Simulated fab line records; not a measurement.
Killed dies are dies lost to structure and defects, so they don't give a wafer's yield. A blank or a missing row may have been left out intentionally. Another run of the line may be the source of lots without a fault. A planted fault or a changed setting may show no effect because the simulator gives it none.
One fault through the eyes of 2 desks	flow gf180mcu	every desk sees just its own numbers, and what lay behind them comes last

== METROLOGY DESK ==
What the gauges read, lot by lot, whatever tool the lot ran on: means of the sampled wafers that have a number. Any lot whose mean is over 4 standard deviations away from the usual mean is out of limits and marked OUT; that distance is given in the brackets.
Columns: A = V4_OVL at GF_V4_OVL_MEAS_15, usual 2 nm; B = V4_W_RS at GF_V4_RS_MEAS_24, usual 0.326 ohm/sq; C = V4_W_THK at GF_V4_THK_MEAS_25, usual 357 nm
lot	first seen here	A	B	C
L984	day 25 07:05	-4	0.321	364
L991	day 28 11:41	4	0.328	356
L995	day 28 20:20	13	0.329	353
L996	day 29 12:10	5	0.325	359
L998	day 30 00:25	0	0.321	362
L101	day 30 10:46	-4	0.330	352
This desk found nothing out of limits on any of the 6 lots.

== THE TOOL OWNER'S DESK: pvdSputter-01 ==
The tool's own readings at GF_MIM_SPUTTER_00 (material Ti, target thk 37.5 nm, time 150 s): means of the sampled wafers that have a number, for each lot that ran on this tool. Any lot whose mean is over 4 standard deviations away from the usual mean is out of limits and marked OUT; that distance is given in the brackets.
Columns: A = throttleValvePct at GF_MIM_SPUTTER_00, usual 30.3 %
lot	first seen here	A
L991	day 28 13:05	29.4
L995	day 28 21:49	29.3
L998	day 30 02:01	29.8
This desk found nothing out of limits on any of the 3 lots.

== BROUGHT TOGETHER ==
Nothing out of limits was seen by the metrology desk.
The tool owner's desk saw nothing out of limits.

== WHAT THE SIMULATOR PUT IN ==
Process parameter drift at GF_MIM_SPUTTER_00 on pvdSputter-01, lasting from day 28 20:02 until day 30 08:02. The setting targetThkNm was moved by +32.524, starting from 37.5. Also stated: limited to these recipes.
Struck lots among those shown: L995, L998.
